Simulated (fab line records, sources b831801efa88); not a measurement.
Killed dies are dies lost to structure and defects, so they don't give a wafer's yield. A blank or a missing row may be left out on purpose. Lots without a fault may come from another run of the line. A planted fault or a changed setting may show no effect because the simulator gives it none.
fab line records | flow sky130
record lots=5 wafers=14 last_day=48
route steps=708 shown VIA3@575 PAD_OPEN@708
lots that met no fault: from a run of the same line without faults
start_h: hours from the record's first day to the start of the lot's first wafer shown | wait_h: hours since the lot's step before | " the same as in the row above | L1.1+2: a row that stands for several wafers | - no value, or no start given | * or withheld: withheld | < > ~ a bound
route shown NAME@n: a module of which the file shows steps, and the number in the route of the first | usual: mean/standard deviation of fault-free wafers | same: alike in all rows | chamber/n: place in a boat | sites: the reading at each site | _std_site: their standard deviation | _edge_site: outer sites' mean less inner sites' | radius_mm: how far each site lies from the wafer's centre | mask NAME#n: copy n | behind: the tool/chamber that last shaped the wafer | hold: why the lot was held/for how many hours/how that ended | device: the transistor (n, p or np) that didn't switch | end of line: the same wafers' tests at the end of the route | a step without rows: its recipe alone | killed: dies lost to structure and defects at the first sort, not the wafer's yield | map: a wafer's dies, x killed, . not, _ none there
set.NAME: the setting as run; set.NAME@STEP: as run at that earlier step | model.NAME: the simulator's own value behind a step, which no gauge read
lots at some steps of the route; a table a step, a row a wafer
services: from which hour (start_h, from the record's first day; less than 0 if before it) a tool's chamber was out of use, for how many hours, and why
## steps
# step SKY_VIA3_CMP_02
# recipe material=SiO2 down_force_psi=4 platen_rpm=60 pad_velocity_m_s=0.94248
# usual motor_current_A=11.6/0.92 retaining_ring_pressure_frac=1.000/0.0047 slurry_filter_dp_kPa=13.49/0.13 slurry_flow_ml_min=150.0/0.43
# columns lot.wafer tool chamber start_h wait_h motor_current_A retaining_ring_pressure_frac slurry_filter_dp_kPa slurry_flow_ml_min
L735.4 cmp-01 1 905.23 0.1 11.1 0.995 13.50 149.8
L735.1 " 2 " " 10.5 1.003 13.23 149.9
L735.6 " 3 " " 11.5 1.003 13.57 150.1
L737.2 cmp-01 3 916.33 0.0 12.2 0.994 13.36 149.4
L737.1 " 0 " " 12.3 1.002 13.45 150.4
L737.5 " 0 " " 12.2 1.003 13.65 149.9
L745.3 cmp-02 1 979.88 0.0 12.3 1.003 13.48 149.8
L745.2 " 0 " " 10.6 1.000 13.53 149.8
L748.4 cmp-01 0 1002.22 0.1 12.2 1.000 13.47 149.1
L748.3 " 2 " " 10.5 0.989 13.52 150.5
L748.5 " 3 " " 12.2 0.997 13.33 149.5
L750.4 cmp-02 1 1009.55 0.0 11.3 1.001 13.47 149.8
L750.1 " 2 " " 12.5 1.005 13.41 150.3
L750.5 " 1 " " 12.1 0.997 13.53 150.1
# step SKY_VIA3_BOW_MEAS_03
# recipe mode=bow
# usual VIA3_BOW=78/7
# columns lot.wafer tool chamber start_h wait_h VIA3_BOW[um]
L735.1 film_metro-02 - 905.43 0.1 80
L735.4 " - " " 78
L735.6 " - " " 84
L737.1 film_metro-03 - 916.63 0.2 79
L737.2 " - " " 78
L737.5 " - " " 74
L745.2 film_metro-04 - 980.20 0.1 74
L745.3 " - " " 78
L748.3 film_metro-04 - 1002.51 0.1 79
L748.4 " - " " 67
L748.5 " - " " 69
L750.1 film_metro-04 - 1009.85 0.2 95
L750.4 " - " " 87
L750.5 " - " " 82
# step SKY_VIA3_DEHYDRATE_04
# recipe temp_c=200 time_s=60
# step SKY_VIA3_HMDS_05
# recipe prime_time_s=60 prime_temp_c=120
# step SKY_VIA3_COAT_06
# recipe resist=BARC temp_c=withheld time_s=withheld spin_rpm=3000 resist_thk_nm=60
# step SKY_VIA3_COAT_07
# recipe resist=KrF-thick spin_rpm=3000 resist_thk_nm=450
# step SKY_VIA3_SOFTBAKE_08
# recipe temp_c=100 time_s=90 resist=KrF-thick
# step SKY_VIA3_EXPOSE_09
# recipe mask_id=VIM3 na=0.8 source_shape=annular sigma_inner=0.55 sigma_outer=0.85 target_cd_nm=200 dose_mj=38
# step SKY_VIA3_PEB_10
# recipe peb_temp_c=withheld peb_time_s=withheld resist=KrF-thick
# step SKY_VIA3_DEVELOP_11
# recipe develop_time_s=60 resist=KrF-thick dev_temp_c=21
# step SKY_VIA3_CD_MEAS_12
# recipe target_cd_nm=200
# usual cd_nm=199.8/1.6
# columns lot.wafer tool chamber start_h wait_h cd_nm
L735.1 cd_sem-02 - 930.08 - 200.7
L735.4 " - " " 199.4
L735.6 " - " " 200.7
L737.1 cd_sem-01 - 941.92 - 201.6
L737.2 " - " " 201.8
L737.5 " - " " 202.1
L745.2 cd_sem-01 - 1004.34 - 199.4
L745.3 " - " " 198.0
L748.3 cd_sem-02 - 1025.41 - 198.0
L748.4 " - " " 199.1
L748.5 " - " " 198.2
L750.1 cd_sem-02 - 1032.59 - 201.4
L750.4 " - " " 200.2
L750.5 " - " " 200.2
# step SKY_VIA3_OVL_MEAS_13
# usual VIA3_OVL=1/5.4
# columns lot.wafer tool chamber start_h wait_h VIA3_OVL[nm]
L735.1 overlay-02 - 930.20 0.1 -3
L735.4 " - " " -2
L735.6 " - " " -2
L737.1 overlay-01 - 942.04 0.1 1
L737.2 " - " " 4
L737.5 " - " " 4
L745.2 overlay-01 - 1004.45 0.1 -2
L745.3 " - " " -3
L748.3 overlay-01 - 1025.50 0.1 6
L748.4 " - " " 0
L748.5 " - " " 0
L750.1 overlay-02 - 1032.71 0.1 5
L750.4 " - " " 1
L750.5 " - " " 2
# step SKY_VIA3_ETCH_14
# recipe chemistry=N2/H2 target=BARC ion_energy_ev=200 source_w=500 bias_w=100 pressure_mtorr=30 n2_flow_sccm=100 h2_flow_sccm=200 stop_on=SiO2 time_s=45.9 target_depth_a=600
# usual bias_w=99.95/0.28 chamber_pressure_mTorr=29.999/0.027 drypump_motor_current_A=5.8/0.4 h2_flow_sccm=200.0/0.55 n2_flow_sccm=100.02/0.27 oes_product_au=0.855/0.0047 rf_fwd_power_W=495.3/1.6 throttle_valve_pct=13.226/0.0092
# columns lot.wafer tool chamber start_h wait_h bias_w chamber_pressure_mTorr drypump_motor_current_A h2_flow_sccm n2_flow_sccm oes_product_au rf_fwd_power_W rf_hours_counter_h throttle_valve_pct model.KrF-thick_of_VIA3_COAT_07.thk_nm
L735.1 rie_diel-03 0 930.24 0.0 100.12 29.957 6.0 199.7 100.12 0.846 495.7 28 13.235 394.4
L735.4 " 0 " " 100.08 29.952 6.0 199.8 99.67 0.851 496.4 - 13.236 393.7
L735.6 " 2 " " 100.15 29.978 5.3 200.5 100.11 0.856 494.5 - 13.230 393.6
L737.1 rie_diel-02 1 942.07 0.0 99.45 30.026 5.7 199.5 100.08 0.853 495.5 10 13.234 393.1
L737.2 " 0 " " 99.68 29.979 5.1 200.0 100.09 0.866 497.0 8 13.222 390.9
L737.5 " 2 " " 100.58 29.977 5.8 199.7 99.93 0.853 494.5 - 13.239 391.4
L745.2 rie_diel-02 1 1004.48 0.0 99.35 29.987 5.7 200.1 99.98 0.855 495.7 12 13.227 400.1
L745.3 " 3 " " 99.81 30.004 5.7 199.5 100.13 0.855 496.2 11 13.224 395.2
L748.3 rie_diel-04 1 1025.52 0.0 100.36 30.005 6.2 201.2 100.26 0.865 497.0 8 13.230 395.3
L748.4 " 0 " " 100.00 30.023 5.7 199.4 99.67 0.860 494.9 19 13.226 394.4
L748.5 " 1 " " 99.85 29.961 6.2 201.1 100.12 0.857 497.2 - 13.211 394.4
L750.1 rie_diel-04 1 1032.74 0.0 100.12 29.984 6.2 199.7 100.11 0.850 494.5 8 13.208 394.2
L750.4 " 3 " " 100.39 30.007 6.3 199.6 100.37 0.850 494.2 18 13.220 390.9
L750.5 " 1 " " 100.31 29.959 6.2 200.2 100.22 0.855 494.8 - 13.214 392.9
# step SKY_VIA3_ETCH_15
# recipe target=SiO2 chemistry=C4F8/O2/Ar target_depth_nm=507 stop_on=TiN mask_material=KrF-thick source_w=1500 bias_w=1200 pressure_mtorr=40 c4f8_flow_sccm=withheld O2_flow_sccm=6 Ar_flow_sccm=300 time_s=78
# usual bias_w=1200/3.6 chamber_pressure_mTorr=39.99/0.038 oes_product_au=0.946/0.0052 rf_fwd_power_W=1490/5.2
# columns lot.wafer tool chamber start_h wait_h bias_w chamber_pressure_mTorr oes_product_au rf_fwd_power_W rf_hours_counter_h model.KrF-thick_of_VIA3_COAT_07.thk_nm
L735.1 rie_diel-03 0 930.28 0.0 1196 40.02 0.945 1493 28 295.8
L735.4 " 0 " " 1196 39.93 0.948 1494 - 294.1
L735.6 " 2 " " 1198 40.00 0.937 1492 - 295.3
L737.1 rie_diel-02 1 942.12 0.0 1201 40.01 0.942 1488 10 291.4
L737.2 " 0 " " 1198 39.97 0.946 1498 9 287.6
L737.5 " 2 " " 1198 39.99 0.947 1481 - 289.5
L745.2 rie_diel-02 1 1004.52 0.0 1197 40.00 0.946 1484 12 298.9
L745.3 " 3 " " 1201 39.93 0.943 1488 11 295.5
L748.3 rie_diel-04 1 1025.57 0.0 1204 40.02 0.950 1489 8 297.3
L748.4 " 0 " " 1202 40.07 0.948 1492 19 292.5
L748.5 " 1 " " 1203 40.08 0.940 1487 - 296.7
L750.1 rie_diel-04 1 1032.79 0.0 1195 40.01 0.942 1489 8 295.1
L750.4 " 3 " " 1202 39.92 0.946 1495 18 288.9
L750.5 " 1 " " 1197 39.97 0.946 1489 - 294.9
# step SKY_VIA3_STRIP_16
# recipe chemistry=O2/N2 power_w=1400 pressure_mtorr=1500 platen_temp_c=withheld o2_flow_sccm=3000 n2_flow_sccm=300 overash_fraction=0.5
# usual chamber_pressure_mTorr=1500.0/1.3 drypump_motor_current_A=5.7/0.56 n2_flow_sccm=299.8/0.93 oes_product_au=0.402/0.0052 strip_time_to_endpoint_s=4.13/0.037
# columns lot.wafer tool chamber start_h wait_h chamber_pressure_mTorr drypump_motor_current_A n2_flow_sccm oes_product_au rf_hours_counter_h strip_time_to_endpoint_s
L735.1 plasma_asher-01 1 930.34 0.0 1499.9 5.4 299.8 0.407 79 4.16
L735.4 " 1 " " 1498.7 5.4 299.8 0.400 - 4.17
L735.6 " 1 " " 1500.7 5.4 300.1 0.394 - 4.18
L737.1 plasma_asher-01 0 942.18 0.0 1500.1 6.6 298.5 0.402 80 4.13
L737.2 " 1 " " 1497.6 5.4 299.6 0.396 80 4.11
L737.5 " 1 " " 1499.5 5.4 298.3 0.405 - 4.12
L745.2 plasma_asher-01 0 1004.58 0.0 1500.7 6.6 300.7 0.401 87 4.22
L745.3 " 0 " " 1500.2 6.6 299.9 0.402 - 4.17
L748.3 plasma_asher-04 0 1025.66 0.1 1502.2 5.3 298.9 0.405 - 4.21
L748.4 " 1 " " 1497.9 5.3 300.4 0.410 - 4.15
L748.5 " 1 " " 1499.4 5.3 299.7 0.401 - 4.19
L750.1 plasma_asher-04 0 1032.85 0.0 1499.3 5.3 300.4 0.402 29 4.17
L750.4 " 0 " " 1498.0 5.3 300.2 0.402 - 4.11
L750.5 " 0 " " 1501.1 5.3 300.9 0.401 - 4.17
# step SKY_PAD_OPEN_PROBE_99
# usual defect_limited_yield=82.9/1.7 killed_at_M0_to_M3=42/6.1 killed_at_M4_up=3.4/2 killed_at_contacts=23/4.8 killed_at_front_end=15/3.8 killed_at_other=0.3/0.48 killed_dies=84/8.5 killed_on_rim=16/3.9 killed_open=46/6.8 killed_short=38/6.2 sort_bin_3_pad_short=0.8/0.42 sort_bin_5_function=10.1/1.4 sort_bin_6_memory=6.2/0.99 sort_n_pass=408/8.5 sort_yield_pct=82.9/1.7
# same gross_dies=492 killed_at_back_side=0 sort_bin_4_leakage[%]=0 sort_bin_8_speed[%]=0
# columns lot.wafer tool chamber start_h wait_h defect_limited_yield[%] killed_at_M0_to_M3 killed_at_M4_up killed_at_contacts killed_at_front_end killed_at_other killed_dies killed_on_rim killed_open killed_short sort_bin_3_pad_short[%] sort_bin_5_function[%] sort_bin_6_memory[%] sort_n_pass sort_yield_pct[%]
L737.1 prober-01 - 1088.14 0.1 79.1 58 1 26 18 0 103 19 58 45 1.4 11.8 7.7 389 79.1
L737.2 prober-01 - 1088.19 0.1 81.1 41 7 22 22 1 93 14 59 33 1.2 11.4 6.3 399 81.1
L737.5 prober-01 - 1088.34 0.2 82.3 42 2 28 15 0 87 16 53 34 0.6 10.8 6.3 405 82.3
L745.2 prober-01 - 1140.64 0.1 81.1 44 2 27 19 1 93 20 60 33 0.6 11.4 6.9 399 81.1
L745.3 prober-01 - 1140.69 0.2 82.5 41 3 23 19 0 86 9 47 39 0.8 10.0 6.7 406 82.5
# killed by level:class
L737.1 VIA1:geometric_particle:open=17 CONTACT:geometric_particle:open=10 POLY_GATE:geometric_particle:short=6 LI_CONTACT:geometric_particle:open=6 METAL1:geometric_particle:short=6 METAL3:geometric_particle:short=6 VIA2:geometric_particle:open=5 FIELD_ISO:geometric_particle:open=4
L737.2 VIA1:geometric_particle:open=13 CONTACT:geometric_particle:open=10 POLY_GATE:geometric_particle:open=7 VIA2:geometric_particle:open=6 VIA2:geometric_particle:short=5 VIA3:geometric_particle:open=5 CONTACT:geometric_particle:short=4 LI_CONTACT:geometric_particle:open=4
L737.5 VIA1:geometric_particle:open=13 CONTACT:geometric_particle:open=9 LOCAL_INTERCONNECT:geometric_particle:short=7 VIA2:geometric_particle:open=7 VIA1:geometric_particle:short=6 CONTACT:geometric_particle:short=5 VIA3:geometric_particle:open=5 FIELD_ISO:geometric_particle:open=4
L745.2 CONTACT:geometric_particle:open=12 VIA3:geometric_particle:open=10 VIA2:geometric_particle:open=10 LI_CONTACT:geometric_particle:open=9 FIELD_ISO:geometric_particle:open=7 VIA1:geometric_particle:open=6 FIELD_ISO:geometric_particle:short=4 CONTACT:geometric_particle:short=4
L745.3 CONTACT:geometric_particle:open=10 FIELD_ISO:geometric_particle:open=7 VIA1:geometric_particle:open=7 CONTACT:geometric_particle:short=6 VIA2:geometric_particle:open=6 VIA3:geometric_particle:open=5 FIELD_ISO:geometric_particle:short=4 LI_CONTACT:geometric_particle:short=4
## services
# columns tool chamber start_h hours kind
rie_diel-02 1 897.06 14.5 repair
rie_diel-03 - 902.65 15.6 pm
plasma_asher-01 - 904.09 1.9 repair
cmp-01 - 912.00 4.0 pm
rie_diel-04 3 912.33 5.2 repair
cmp-01 - 916.00 - consumable_replace:conditioner
cmp-01 - 916.00 - consumable_replace:pad
plasma_asher-01 - 918.16 0.6 repair
rie_diel-02 3 927.68 4.2 repair
rie_diel-03 1 928.77 10.6 repair
rie_diel-03 0 945.62 - clean
rie_diel-03 0 945.62 14.6 scheduled_down
rie_diel-03 0 945.62 14.6 vent_cycle
cmp-01 - 947.38 4.5 repair
cmp-02 - 960.10 1.4 repair
rie_diel-04 1 961.85 9.1 repair
cmp-02 - 970.12 1.0 repair
rie_diel-02 0 974.20 7.0 repair
rie_diel-02 1 975.35 4.3 repair
cmp-02 - 986.37 7.9 pm
plasma_asher-01 - 1023.84 16.7 repair
cmp-02 - 1030.35 15.0 pm
## key
first_sign none at tools or gauges
model_effect step=SKY_VIA3_ETCH_14 value=KrF-thick_of_VIA3_COAT_07.thk_nm without=394.3 struck=400.1
model_effect step=SKY_VIA3_ETCH_15 value=KrF-thick_of_VIA3_COAT_07.thk_nm without=293.1 struck=298.9
met_at SKY_VIA3_ETCH_14
struck_wafers L745.2
onset_between 942.07 1004.48
fault kind=process_parameter_drift tool=rie_diel-02 chamber=- onset_h=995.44 steps=SKY_VIA3_ETCH_14 channel=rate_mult offset=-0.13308 shape=step end_h=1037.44 scope=struck_wafers_only
